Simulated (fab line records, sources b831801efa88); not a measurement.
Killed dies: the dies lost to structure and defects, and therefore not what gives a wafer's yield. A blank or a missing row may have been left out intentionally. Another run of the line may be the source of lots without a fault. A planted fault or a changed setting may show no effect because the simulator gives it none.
fab line records :: flow sky130
[record]
  lots = 12
  wafers = 36
  last_day = 50
route steps=708 shown METAL3@567 VIA3@593 VIA4@641 PAD_OPEN@694
lots that met no fault: from a run of the same line without faults
start_h: hours from the record's first day to the start of the lot's first wafer shown :: wait_h: hours elapsed since this lot's preceding step :: " identical to the entry in the row above :: L1.1+2: one row covering several wafers at once :: - no value, or no start given :: * or withheld: withheld :: < > ~ a bound
route shown NAME@n: a module of which the file shows steps, and the number in the route of the first :: usual: the fault-free wafers' mean and standard deviation :: same: alike in all rows :: chamber/n: place in a boat :: sites: readings site by site :: _std_site: the values' standard deviation :: _edge_site: mean of outer sites minus mean of inner sites :: radius_mm: how far each site lies from the wafer's centre :: mask NAME#n: copy n :: behind: tool/chamber where the wafer was last shaped :: hold: cause of the lot's hold/its duration in hours/its outcome :: device: names the non-switching transistor (n, p or np) :: end of line: the same wafers' tests at the end of the route :: where a step has no rows: the recipe by itself :: killed: count of dies lost to structure and defects at first sort (not the wafer's yield) :: map: the dies of a wafer, with x for killed, . for not killed, _ for no die there
set.NAME: the setting that was run; set.NAME@STEP: the one run at that earlier step :: model.NAME: the simulator's own value behind a step, which no gauge read
a sample of lots followed through the steps of the route, with each step as a table and each wafer as a row
services: when a tool's chamber went out of use (start_h, in hours from the record's first day, below 0 if earlier), for how many hours, and the reason
[[steps]]
[step SKY_METAL3_ETCH_17]
[recipe]
  target = SiO2
  stop_on = TiN
  chemistry = C4F8/O2/Ar
  source_w = 1500
  bias_w = 1200
  pressure_mtorr = 40
  c4f8_flow_sccm = withheld
  O2_flow_sccm = 6
  Ar_flow_sccm = 300
  time_s = 3.9
  target_depth_a = 150
[usual]
  oes_product_au = 0.754/0.0067
lot.wafer: L586.2
tool: rie_diel-03
chamber: 3
start_h: 900.35
wait_h: 0.1
oes_product_au: 0.751
rf_hours_counter_h: 7

lot.wafer: L586.4
tool: rie_diel-03
chamber: 0
start_h: 900.35
wait_h: 0.1
oes_product_au: 0.764
rf_hours_counter_h: -

lot.wafer: L586.5
tool: rie_diel-03
chamber: 1
start_h: 900.35
wait_h: 0.1
oes_product_au: 0.751
rf_hours_counter_h: -

lot.wafer: L588.2
tool: rie_diel-02
chamber: 3
start_h: 911.30
wait_h: 0.1
oes_product_au: 0.744
rf_hours_counter_h: 14

lot.wafer: L588.4
tool: rie_diel-02
chamber: 0
start_h: 911.30
wait_h: 0.1
oes_product_au: 0.756
rf_hours_counter_h: 10

lot.wafer: L588.5
tool: rie_diel-02
chamber: 1
start_h: 911.30
wait_h: 0.1
oes_product_au: 0.762
rf_hours_counter_h: -

lot.wafer: L587.2
tool: rie_diel-02
chamber: 0
start_h: 913.63
wait_h: 0.1
oes_product_au: 0.752
rf_hours_counter_h: 10

lot.wafer: L587.5
tool: rie_diel-02
chamber: 0
start_h: 913.63
wait_h: 0.1
oes_product_au: 0.749
rf_hours_counter_h: -

lot.wafer: L587.6
tool: rie_diel-02
chamber: 3
start_h: 913.63
wait_h: 0.1
oes_product_au: 0.747
rf_hours_counter_h: -

lot.wafer: L589.2
tool: rie_diel-03
chamber: 1
start_h: 921.34
wait_h: 0.1
oes_product_au: 0.756
rf_hours_counter_h: 13

lot.wafer: L589.3
tool: rie_diel-03
chamber: 0
start_h: 921.34
wait_h: 0.1
oes_product_au: 0.747
rf_hours_counter_h: 14

lot.wafer: L589.5
tool: rie_diel-03
chamber: 1
start_h: 921.34
wait_h: 0.1
oes_product_au: 0.754
rf_hours_counter_h: -

lot.wafer: L590.2
tool: rie_diel-02
chamber: 2
start_h: 932.18
wait_h: 0.1
oes_product_au: 0.746
rf_hours_counter_h: 3

lot.wafer: L590.4
tool: rie_diel-02
chamber: 0
start_h: 932.18
wait_h: 0.1
oes_product_au: 0.766
rf_hours_counter_h: 11

lot.wafer: L590.6
tool: rie_diel-02
chamber: 1
start_h: 932.18
wait_h: 0.1
oes_product_au: 0.754
rf_hours_counter_h: -

lot.wafer: L593.1
tool: rie_diel-02
chamber: 2
start_h: 967.70
wait_h: 0.1
oes_product_au: 0.757
rf_hours_counter_h: 4

lot.wafer: L593.2
tool: rie_diel-02
chamber: 1
start_h: 967.70
wait_h: 0.1
oes_product_au: 0.753
rf_hours_counter_h: 5

lot.wafer: L593.6
tool: rie_diel-02
chamber: 1
start_h: 967.70
wait_h: 0.1
oes_product_au: 0.768
rf_hours_counter_h: -

lot.wafer: L594.1
tool: rie_diel-04
chamber: 2
start_h: 969.00
wait_h: 0.1
oes_product_au: 0.761
rf_hours_counter_h: 3

lot.wafer: L594.4
tool: rie_diel-04
chamber: 3
start_h: 969.00
wait_h: 0.1
oes_product_au: 0.757
rf_hours_counter_h: 16

lot.wafer: L594.6
tool: rie_diel-04
chamber: 2
start_h: 969.00
wait_h: 0.1
oes_product_au: 0.752
rf_hours_counter_h: -

lot.wafer: L595.4
tool: rie_diel-03
chamber: 2
start_h: 974.95
wait_h: 0.1
oes_product_au: 0.753
rf_hours_counter_h: 18

lot.wafer: L595.5
tool: rie_diel-03
chamber: 0
start_h: 974.95
wait_h: 0.1
oes_product_au: 0.755
rf_hours_counter_h: -

lot.wafer: L595.6
tool: rie_diel-03
chamber: 3
start_h: 974.95
wait_h: 0.1
oes_product_au: 0.753
rf_hours_counter_h: -

lot.wafer: L596.2
tool: rie_diel-04
chamber: 2
start_h: 990.61
wait_h: 0.1
oes_product_au: 0.760
rf_hours_counter_h: 3

lot.wafer: L596.5
tool: rie_diel-04
chamber: 1
start_h: 990.61
wait_h: 0.1
oes_product_au: 0.763
rf_hours_counter_h: -

lot.wafer: L596.6
tool: rie_diel-04
chamber: 0
start_h: 990.61
wait_h: 0.1
oes_product_au: 0.763
rf_hours_counter_h: -

lot.wafer: L600.1
tool: rie_diel-04
chamber: 2
start_h: 1010.15
wait_h: 0.1
oes_product_au: 0.752
rf_hours_counter_h: 4

lot.wafer: L600.5
tool: rie_diel-04
chamber: 3
start_h: 1010.15
wait_h: 0.1
oes_product_au: 0.756
rf_hours_counter_h: -

lot.wafer: L600.6
tool: rie_diel-04
chamber: 2
start_h: 1010.15
wait_h: 0.1
oes_product_au: 0.764
rf_hours_counter_h: -

lot.wafer: L603.1
tool: rie_diel-04
chamber: 0
start_h: 1028.52
wait_h: 0.1
oes_product_au: 0.741
rf_hours_counter_h: 8

lot.wafer: L603.3
tool: rie_diel-04
chamber: 2
start_h: 1028.52
wait_h: 0.1
oes_product_au: 0.741
rf_hours_counter_h: 5

lot.wafer: L603.4
tool: rie_diel-04
chamber: 2
start_h: 1028.52
wait_h: 0.1
oes_product_au: 0.742
rf_hours_counter_h: -

lot.wafer: L607.3
tool: rie_diel-03
chamber: 3
start_h: 1048.47
wait_h: 0.0
oes_product_au: 0.753
rf_hours_counter_h: 12

lot.wafer: L607.4
tool: rie_diel-03
chamber: 1
start_h: 1048.47
wait_h: 0.0
oes_product_au: 0.759
rf_hours_counter_h: 17

lot.wafer: L607.5
tool: rie_diel-03
chamber: 3
start_h: 1048.47
wait_h: 0.0
oes_product_au: 0.762
rf_hours_counter_h: -
[step SKY_VIA3_SPUTTER_20]
[recipe]
  material = TiN
  target_thk_nm = 20
  chamber_pressure_pa = 5
  power_w = 4000
  time_s = 80
[usual]
  cathode_dc_power_W = 4000.1/0.71
  throttle_valve_pct = 29.6/0.54
lot.wafer: L586.2
tool: pvd_sputter-03
chamber: -
start_h: 928.11
wait_h: 0.0
cathode_dc_power_W: 4000.3
throttle_valve_pct: 30.7

lot.wafer: L586.4
tool: pvd_sputter-03
chamber: -
start_h: 928.11
wait_h: 0.0
cathode_dc_power_W: 4000.9
throttle_valve_pct: 30.1

lot.wafer: L586.5
tool: pvd_sputter-03
chamber: -
start_h: 928.11
wait_h: 0.0
cathode_dc_power_W: 3999.3
throttle_valve_pct: 30.6

lot.wafer: L588.2
tool: pvd_sputter-01
chamber: -
start_h: 938.05
wait_h: 0.0
cathode_dc_power_W: 4000.4
throttle_valve_pct: 30.3

lot.wafer: L588.4
tool: pvd_sputter-01
chamber: -
start_h: 938.05
wait_h: 0.0
cathode_dc_power_W: 3998.9
throttle_valve_pct: 29.6

lot.wafer: L588.5
tool: pvd_sputter-01
chamber: -
start_h: 938.05
wait_h: 0.0
cathode_dc_power_W: 3999.1
throttle_valve_pct: 29.9

lot.wafer: L587.2
tool: pvd_sputter-03
chamber: -
start_h: 941.21
wait_h: 0.0
cathode_dc_power_W: 4000.0
throttle_valve_pct: 29.4

lot.wafer: L587.5
tool: pvd_sputter-03
chamber: -
start_h: 941.21
wait_h: 0.0
cathode_dc_power_W: 4000.1
throttle_valve_pct: 29.7

lot.wafer: L587.6
tool: pvd_sputter-03
chamber: -
start_h: 941.21
wait_h: 0.0
cathode_dc_power_W: 4000.1
throttle_valve_pct: 30.5

lot.wafer: L589.2
tool: pvd_sputter-01
chamber: -
start_h: 948.46
wait_h: 0.0
cathode_dc_power_W: 3998.6
throttle_valve_pct: 29.7

lot.wafer: L589.3
tool: pvd_sputter-01
chamber: -
start_h: 948.46
wait_h: 0.0
cathode_dc_power_W: 3999.7
throttle_valve_pct: 29.9

lot.wafer: L589.5
tool: pvd_sputter-01
chamber: -
start_h: 948.46
wait_h: 0.0
cathode_dc_power_W: 3999.4
throttle_valve_pct: 30.0

lot.wafer: L590.2
tool: pvd_sputter-01
chamber: -
start_h: 958.69
wait_h: 0.0
cathode_dc_power_W: 4000.3
throttle_valve_pct: 29.9

lot.wafer: L590.4
tool: pvd_sputter-01
chamber: -
start_h: 958.69
wait_h: 0.0
cathode_dc_power_W: 4000.2
throttle_valve_pct: 29.0

lot.wafer: L590.6
tool: pvd_sputter-01
chamber: -
start_h: 958.69
wait_h: 0.0
cathode_dc_power_W: 3998.9
throttle_valve_pct: 30.3

lot.wafer: L593.1
tool: pvd_sputter-02
chamber: -
start_h: 993.29
wait_h: 0.0
cathode_dc_power_W: 4000.2
throttle_valve_pct: 28.6

lot.wafer: L593.2
tool: pvd_sputter-02
chamber: -
start_h: 993.29
wait_h: 0.0
cathode_dc_power_W: 4000.2
throttle_valve_pct: 29.8

lot.wafer: L593.6
tool: pvd_sputter-02
chamber: -
start_h: 993.29
wait_h: 0.0
cathode_dc_power_W: 3999.9
throttle_valve_pct: 28.7

lot.wafer: L594.1
tool: pvd_sputter-02
chamber: -
start_h: 995.04
wait_h: 0.0
cathode_dc_power_W: 4000.3
throttle_valve_pct: 29.8

lot.wafer: L594.4
tool: pvd_sputter-02
chamber: -
start_h: 995.04
wait_h: 0.0
cathode_dc_power_W: 4000.2
throttle_valve_pct: 29.3

lot.wafer: L594.6
tool: pvd_sputter-02
chamber: -
start_h: 995.04
wait_h: 0.0
cathode_dc_power_W: 4000.2
throttle_valve_pct: 29.4

lot.wafer: L595.4
tool: pvd_sputter-03
chamber: -
start_h: 1000.69
wait_h: 0.0
cathode_dc_power_W: 3999.7
throttle_valve_pct: 29.0

lot.wafer: L595.5
tool: pvd_sputter-03
chamber: -
start_h: 1000.69
wait_h: 0.0
cathode_dc_power_W: 3999.6
throttle_valve_pct: 29.1

lot.wafer: L595.6
tool: pvd_sputter-03
chamber: -
start_h: 1000.69
wait_h: 0.0
cathode_dc_power_W: 3999.8
throttle_valve_pct: 29.1

lot.wafer: L596.2
tool: pvd_sputter-01
chamber: -
start_h: 1016.11
wait_h: 0.0
cathode_dc_power_W: 4000.4
throttle_valve_pct: 30.1

lot.wafer: L596.5
tool: pvd_sputter-01
chamber: -
start_h: 1016.11
wait_h: 0.0
cathode_dc_power_W: 3999.1
throttle_valve_pct: 29.1

lot.wafer: L596.6
tool: pvd_sputter-01
chamber: -
start_h: 1016.11
wait_h: 0.0
cathode_dc_power_W: 3999.8
throttle_valve_pct: 30.1

lot.wafer: L600.1
tool: pvd_sputter-02
chamber: -
start_h: 1034.56
wait_h: 0.0
cathode_dc_power_W: 4000.5
throttle_valve_pct: 29.2

lot.wafer: L600.5
tool: pvd_sputter-02
chamber: -
start_h: 1034.56
wait_h: 0.0
cathode_dc_power_W: 3999.7
throttle_valve_pct: 29.2

lot.wafer: L600.6
tool: pvd_sputter-02
chamber: -
start_h: 1034.56
wait_h: 0.0
cathode_dc_power_W: 3998.7
throttle_valve_pct: 28.9

lot.wafer: L603.1
tool: pvd_sputter-01
chamber: -
start_h: 1052.40
wait_h: 0.0
cathode_dc_power_W: 3999.8
throttle_valve_pct: 29.4

lot.wafer: L603.3
tool: pvd_sputter-01
chamber: -
start_h: 1052.40
wait_h: 0.0
cathode_dc_power_W: 4000.1
throttle_valve_pct: 30.1

lot.wafer: L603.4
tool: pvd_sputter-01
chamber: -
start_h: 1052.40
wait_h: 0.0
cathode_dc_power_W: 4000.5
throttle_valve_pct: 30.0

lot.wafer: L607.3
tool: pvd_sputter-03
chamber: -
start_h: 1072.40
wait_h: 0.0
cathode_dc_power_W: 4000.9
throttle_valve_pct: 29.1

lot.wafer: L607.4
tool: pvd_sputter-03
chamber: -
start_h: 1072.40
wait_h: 0.0
cathode_dc_power_W: 3999.4
throttle_valve_pct: 30.1

lot.wafer: L607.5
tool: pvd_sputter-03
chamber: -
start_h: 1072.40
wait_h: 0.0
cathode_dc_power_W: 4000.4
throttle_valve_pct: 29.6
[step SKY_VIA4_CMP_02]
[recipe]
  material = SiO2
  down_force_psi = 4
  platen_rpm = 60
  pad_velocity_m_s = 0.94248
[usual]
  motor_current_A = 12.2/0.96
lot.wafer: L586.2
tool: cmp-02
chamber: 1
start_h: 978.11
wait_h: 0.0
motor_current_A: 12.0

lot.wafer: L586.4
tool: cmp-02
chamber: 3
start_h: 978.11
wait_h: 0.0
motor_current_A: 12.1

lot.wafer: L586.5
tool: cmp-02
chamber: 1
start_h: 978.11
wait_h: 0.0
motor_current_A: 12.2

lot.wafer: L588.4
tool: cmp-01
chamber: 1
start_h: 987.85
wait_h: 0.0
motor_current_A: 11.6

lot.wafer: L588.2
tool: cmp-01
chamber: 3
start_h: 987.85
wait_h: 0.0
motor_current_A: 10.8

lot.wafer: L588.5
tool: cmp-01
chamber: 1
start_h: 987.85
wait_h: 0.0
motor_current_A: 10.7

lot.wafer: L587.2
tool: cmp-02
chamber: 0
start_h: 991.82
wait_h: 0.1
motor_current_A: 12.0

lot.wafer: L587.6
tool: cmp-02
chamber: 2
start_h: 991.82
wait_h: 0.1
motor_current_A: 13.4

lot.wafer: L587.5
tool: cmp-02
chamber: 3
start_h: 991.82
wait_h: 0.1
motor_current_A: 12.5

lot.wafer: L589.3
tool: cmp-02
chamber: 0
start_h: 998.16
wait_h: 0.2
motor_current_A: 11.9

lot.wafer: L589.2
tool: cmp-02
chamber: 1
start_h: 998.16
wait_h: 0.2
motor_current_A: 11.5

lot.wafer: L589.5
tool: cmp-02
chamber: 3
start_h: 998.16
wait_h: 0.2
motor_current_A: 11.9

lot.wafer: L590.4
tool: cmp-01
chamber: 0
start_h: 1008.47
wait_h: 0.1
motor_current_A: 11.0

lot.wafer: L590.2
tool: cmp-01
chamber: 2
start_h: 1008.47
wait_h: 0.1
motor_current_A: 13.1

lot.wafer: L590.6
tool: cmp-01
chamber: 0
start_h: 1008.47
wait_h: 0.1
motor_current_A: 11.0

lot.wafer: L593.2
tool: cmp-02
chamber: 1
start_h: 1041.17
wait_h: 0.1
motor_current_A: 12.1

lot.wafer: L593.1
tool: cmp-02
chamber: 3
start_h: 1041.17
wait_h: 0.1
motor_current_A: 12.5

lot.wafer: L593.6
tool: cmp-02
chamber: 1
start_h: 1041.17
wait_h: 0.1
motor_current_A: 12.9

lot.wafer: L594.1
tool: cmp-02
chamber: 0
start_h: 1042.77
wait_h: 0.1
motor_current_A: 12.1

lot.wafer: L594.4
tool: cmp-02
chamber: 2
start_h: 1042.77
wait_h: 0.1
motor_current_A: 13.9

lot.wafer: L594.6
tool: cmp-02
chamber: 0
start_h: 1042.77
wait_h: 0.1
motor_current_A: 12.3

lot.wafer: L595.4
tool: cmp-02
chamber: 2
start_h: 1049.30
wait_h: 0.1
motor_current_A: 13.1

lot.wafer: L595.6
tool: cmp-02
chamber: 0
start_h: 1049.30
wait_h: 0.1
motor_current_A: 11.9

lot.wafer: L595.5
tool: cmp-02
chamber: 1
start_h: 1049.30
wait_h: 0.1
motor_current_A: 11.4

lot.wafer: L596.2
tool: cmp-01
chamber: 0
start_h: 1062.51
wait_h: 0.1
motor_current_A: 11.1

lot.wafer: L596.5
tool: cmp-01
chamber: 3
start_h: 1062.51
wait_h: 0.1
motor_current_A: 10.7

lot.wafer: L596.6
tool: cmp-01
chamber: 0
start_h: 1062.51
wait_h: 0.1
motor_current_A: 11.2

lot.wafer: L600.1
tool: cmp-02
chamber: 3
start_h: 1080.46
wait_h: 0.3
motor_current_A: 11.9

lot.wafer: L600.5
tool: cmp-02
chamber: 1
start_h: 1080.46
wait_h: 0.3
motor_current_A: 12.4

lot.wafer: L600.6
tool: cmp-02
chamber: 2
start_h: 1080.46
wait_h: 0.3
motor_current_A: 13.1

lot.wafer: L603.4
tool: cmp-02
chamber: 2
start_h: 1097.15
wait_h: 0.0
motor_current_A: 13.7

lot.wafer: L603.3
tool: cmp-02
chamber: 3
start_h: 1097.15
wait_h: 0.0
motor_current_A: 12.2

lot.wafer: L603.1
tool: cmp-02
chamber: 0
start_h: 1097.15
wait_h: 0.0
motor_current_A: 12.3

lot.wafer: L607.3
tool: cmp-02
chamber: 1
start_h: 1115.36
wait_h: 0.1
motor_current_A: 11.4

lot.wafer: L607.4
tool: cmp-02
chamber: 2
start_h: 1115.36
wait_h: 0.1
motor_current_A: 13.0

lot.wafer: L607.5
tool: cmp-02
chamber: 1
start_h: 1115.36
wait_h: 0.1
motor_current_A: 11.9
[step SKY_PAD_OPEN_DEHYDRATE_00]
[recipe]
  temp_c = 200
  time_s = 60
[usual]
  heater_power_total_W = 160.37/0.12
  run_length_s = 89.15/0.16
lot.wafer: L586.2
tool: litho_track-02
chamber: 0
start_h: 1059.77
wait_h: 10.6
heater_power_total_W: 160.39
run_length_s: 89.04

lot.wafer: L586.4
tool: litho_track-02
chamber: 0
start_h: 1059.77
wait_h: 10.6
heater_power_total_W: 160.29
run_length_s: 88.97

lot.wafer: L586.5
tool: litho_track-02
chamber: 0
start_h: 1059.77
wait_h: 10.6
heater_power_total_W: 160.56
run_length_s: 89.17

lot.wafer: L588.2
tool: litho_track-01
chamber: 0
start_h: 1067.09
wait_h: 10.1
heater_power_total_W: 160.29
run_length_s: 89.31

lot.wafer: L588.4
tool: litho_track-01
chamber: 0
start_h: 1067.09
wait_h: 10.1
heater_power_total_W: 160.19
run_length_s: 89.17

lot.wafer: L588.5
tool: litho_track-01
chamber: 0
start_h: 1067.09
wait_h: 10.1
heater_power_total_W: 160.18
run_length_s: 89.12

lot.wafer: L587.2
tool: litho_track-01
chamber: 0
start_h: 1070.79
wait_h: 9.9
heater_power_total_W: 160.50
run_length_s: 89.29

lot.wafer: L587.5
tool: litho_track-01
chamber: 0
start_h: 1070.79
wait_h: 9.9
heater_power_total_W: 160.51
run_length_s: 89.22

lot.wafer: L587.6
tool: litho_track-01
chamber: 0
start_h: 1070.79
wait_h: 9.9
heater_power_total_W: 160.46
run_length_s: 89.25

lot.wafer: L589.2
tool: litho_track-04
chamber: 0
start_h: 1077.60
wait_h: 10.7
heater_power_total_W: 160.30
run_length_s: 89.07

lot.wafer: L589.3
tool: litho_track-04
chamber: 0
start_h: 1077.60
wait_h: 10.7
heater_power_total_W: 160.52
run_length_s: 89.15

lot.wafer: L589.5
tool: litho_track-04
chamber: 0
start_h: 1077.60
wait_h: 10.7
heater_power_total_W: 160.54
run_length_s: 89.00

lot.wafer: L590.2
tool: litho_track-02
chamber: 0
start_h: 1087.77
wait_h: 10.0
heater_power_total_W: 160.32
run_length_s: 88.94

lot.wafer: L590.4
tool: litho_track-02
chamber: 0
start_h: 1087.77
wait_h: 10.0
heater_power_total_W: 160.28
run_length_s: 89.01

lot.wafer: L590.6
tool: litho_track-02
chamber: 0
start_h: 1087.77
wait_h: 10.0
heater_power_total_W: 160.25
run_length_s: 89.01

lot.wafer: L593.1
tool: litho_track-02
chamber: 0
start_h: 1116.35
wait_h: 8.9
heater_power_total_W: 160.29
run_length_s: 89.09

lot.wafer: L593.2
tool: litho_track-02
chamber: 0
start_h: 1116.35
wait_h: 8.9
heater_power_total_W: 160.36
run_length_s: 89.07

lot.wafer: L593.6
tool: litho_track-02
chamber: 0
start_h: 1116.35
wait_h: 8.9
heater_power_total_W: 160.52
run_length_s: 88.93

lot.wafer: L594.1
tool: litho_track-01
chamber: 0
start_h: 1116.96
wait_h: 9.2
heater_power_total_W: 160.15
run_length_s: 89.24

lot.wafer: L594.4
tool: litho_track-01
chamber: 0
start_h: 1116.96
wait_h: 9.2
heater_power_total_W: 160.58
run_length_s: 89.55

lot.wafer: L594.6
tool: litho_track-01
chamber: 0
start_h: 1116.96
wait_h: 9.2
heater_power_total_W: 160.49
run_length_s: 89.12

lot.wafer: L595.4
tool: litho_track-01
chamber: 0
start_h: 1123.84
wait_h: 9.4
heater_power_total_W: 160.42
run_length_s: 89.24

lot.wafer: L595.5
tool: litho_track-01
chamber: 0
start_h: 1123.84
wait_h: 9.4
heater_power_total_W: 160.44
run_length_s: 89.30

lot.wafer: L595.6
tool: litho_track-01
chamber: 0
start_h: 1123.84
wait_h: 9.4
heater_power_total_W: 160.52
run_length_s: 89.39

lot.wafer: L596.2
tool: litho_track-04
chamber: 0
start_h: 1134.85
wait_h: 8.9
heater_power_total_W: 160.28
run_length_s: 89.13

lot.wafer: L596.5
tool: litho_track-04
chamber: 0
start_h: 1134.85
wait_h: 8.9
heater_power_total_W: 160.59
run_length_s: 89.17

lot.wafer: L596.6
tool: litho_track-04
chamber: 0
start_h: 1134.85
wait_h: 8.9
heater_power_total_W: 160.42
run_length_s: 89.14

lot.wafer: L600.1
tool: litho_track-01
chamber: 0
start_h: 1150.21
wait_h: 8.5
heater_power_total_W: 160.36
run_length_s: 94.85

lot.wafer: L600.5
tool: litho_track-01
chamber: 0
start_h: 1150.21
wait_h: 8.5
heater_power_total_W: 160.46
run_length_s: 94.85

lot.wafer: L600.6
tool: litho_track-01
chamber: 0
start_h: 1150.21
wait_h: 8.5
heater_power_total_W: 160.20
run_length_s: 94.88

lot.wafer: L603.1
tool: litho_track-01
chamber: 0
start_h: 1165.81
wait_h: 8.8
heater_power_total_W: 160.39
run_length_s: 94.78

lot.wafer: L603.3
tool: litho_track-01
chamber: 0
start_h: 1165.81
wait_h: 8.8
heater_power_total_W: 160.32
run_length_s: 95.04

lot.wafer: L603.4
tool: litho_track-01
chamber: 0
start_h: 1165.81
wait_h: 8.8
heater_power_total_W: 160.60
run_length_s: 94.92

lot.wafer: L607.3
tool: litho_track-04
chamber: 0
start_h: 1181.63
wait_h: 8.4
heater_power_total_W: 160.50
run_length_s: 89.25

lot.wafer: L607.4
tool: litho_track-04
chamber: 0
start_h: 1181.63
wait_h: 8.4
heater_power_total_W: 160.31
run_length_s: 89.16

lot.wafer: L607.5
tool: litho_track-04
chamber: 0
start_h: 1181.63
wait_h: 8.4
heater_power_total_W: 160.49
run_length_s: 89.17
[[services]]
tool: rie_diel-04
chamber: 2
start_h: 886.15
hours: 7.7
kind: repair

tool: rie_diel-03
chamber: 2
start_h: 891.52
hours: 23.6
kind: repair

tool: rie_diel-02
chamber: 3
start_h: 905.22
hours: 3.3
kind: repair

tool: rie_diel-02
chamber: -
start_h: 917.08
hours: 1.1
kind: repair

tool: rie_diel-04
chamber: 0
start_h: 918.81
hours: 9.9
kind: repair

tool: rie_diel-04
chamber: -
start_h: 921.33
hours: 0.3
kind: repair

tool: cmp-02
chamber: -
start_h: 930.40
hours: 5.5
kind: repair

tool: rie_diel-04
chamber: 3
start_h: 935.64
hours: 4.5
kind: repair

tool: cmp-02
chamber: -
start_h: 935.95
hours: 4.3
kind: pm

tool: rie_diel-03
chamber: 3
start_h: 948.94
hours: 1.9
kind: repair

tool: rie_diel-03
chamber: 3
start_h: 961.84
hours: 12.6
kind: repair

tool: pvd_sputter-01
chamber: -
start_h: 974.42
hours: 0.8
kind: repair

tool: cmp-02
chamber: -
start_h: 1000.46
hours: 11.7
kind: pm

tool: cmp-02
chamber: -
start_h: 1015.09
hours: 0.9
kind: repair

tool: rie_diel-03
chamber: 0
start_h: 1016.69
hours: 7.1
kind: repair

tool: rie_diel-04
chamber: -
start_h: 1021.30
hours: 0.2
kind: repair

tool: rie_diel-04
chamber: 1
start_h: 1025.70
hours: 18.2
kind: repair

tool: cmp-02
chamber: -
start_h: 1031.70
hours: 5.6
kind: repair

tool: rie_diel-04
chamber: 3
start_h: 1032.78
hours: 9.7
kind: repair

tool: cmp-02
chamber: -
start_h: 1075.72
hours: 1.4
kind: repair

tool: cmp-02
chamber: -
start_h: 1085.90
hours: 4.0
kind: pm

tool: pvd_sputter-03
chamber: -
start_h: 1097.06
hours: 10.1
kind: repair

tool: cmp-02
chamber: -
start_h: 1105.04
hours: 2.3
kind: repair

tool: rie_diel-03
chamber: 2
start_h: 1150.72
hours: 13.9
kind: repair
[[key]]
[first_sign]
  step = SKY_PAD_OPEN_DEHYDRATE_00
  reading = run_length_s
  direction = up
  sigmas = 36
  usual = *
  struck = *
effect none on later readings
met_at SKY_PAD_OPEN_DEHYDRATE_00
struck_lots L600,L603
not_acting_at SKY_METAL3_ETCH_17,SKY_VIA3_SPUTTER_20,SKY_VIA4_CMP_02
onset_between 1123.84 1150.21
[fault]
  kind = process_parameter_drift
  tool = litho_track-01
  chamber = -
  onset_h = 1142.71
  steps = SKY_PAD_OPEN_DEHYDRATE_00
  channel = time_s
  offset = *
  shape = step
  end_h = 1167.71
  acts_in = *
  stated = *
